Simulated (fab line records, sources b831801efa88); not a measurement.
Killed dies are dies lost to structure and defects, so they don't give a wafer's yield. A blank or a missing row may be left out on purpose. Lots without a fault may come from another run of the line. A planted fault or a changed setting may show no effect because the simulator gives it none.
Which tool did it? | flow gf180mcu | 6 lots, 18 wafers sampled, at 1 step of a route of 602

WHAT THE GAUGES READ, wafer by wafer
GF_V4_CD_MEAS_14: target cd 260 nm.
lot  | measured     | on        | cd_nm (nm)
L741 | day 24 18:36 | cd_sem-01 | 260.5 261.0 260.7
L743 | day 25 16:08 | cd_sem-01 | 261.2 259.9 259.7
L746 | day 26 13:05 | cd_sem-01 | 259.6 260.1 260.2
L750 | day 27 14:22 | cd_sem-02 | 261.6 261.8 261.4
L752 | day 28 10:19 | cd_sem-02 | 258.5 259.7 259.2
L762 | day 31 03:17 | cd_sem-01 | 261.7 260.2 262.0

WHICH TOOL RAN EACH LOT (tool, then ch and the chambers of the sampled wafers, then the start)
The record holds no process step before these readings.

THE ANSWER, worked out from the rows above alone
Rule: what is usual is taken from the lots themselves. Put in order of their means at a reading, lots are off if they are a third of the lots or fewer, leave a main group of 4 or more, and stand apart from it by a gap of 3 or more times the standard deviation of the main group's means; of several such gaps the widest counts. A main group whose means are all the same, to the digits that the tables above print for the reading, isn't used. A lot without any number at a reading at which 4 lots or more have one is off too. The other lots that the step has rows for count as sound.
No lot is off at any reading shown: from this, nothing can be told.

WHAT THE SIMULATOR HAD PUT IN
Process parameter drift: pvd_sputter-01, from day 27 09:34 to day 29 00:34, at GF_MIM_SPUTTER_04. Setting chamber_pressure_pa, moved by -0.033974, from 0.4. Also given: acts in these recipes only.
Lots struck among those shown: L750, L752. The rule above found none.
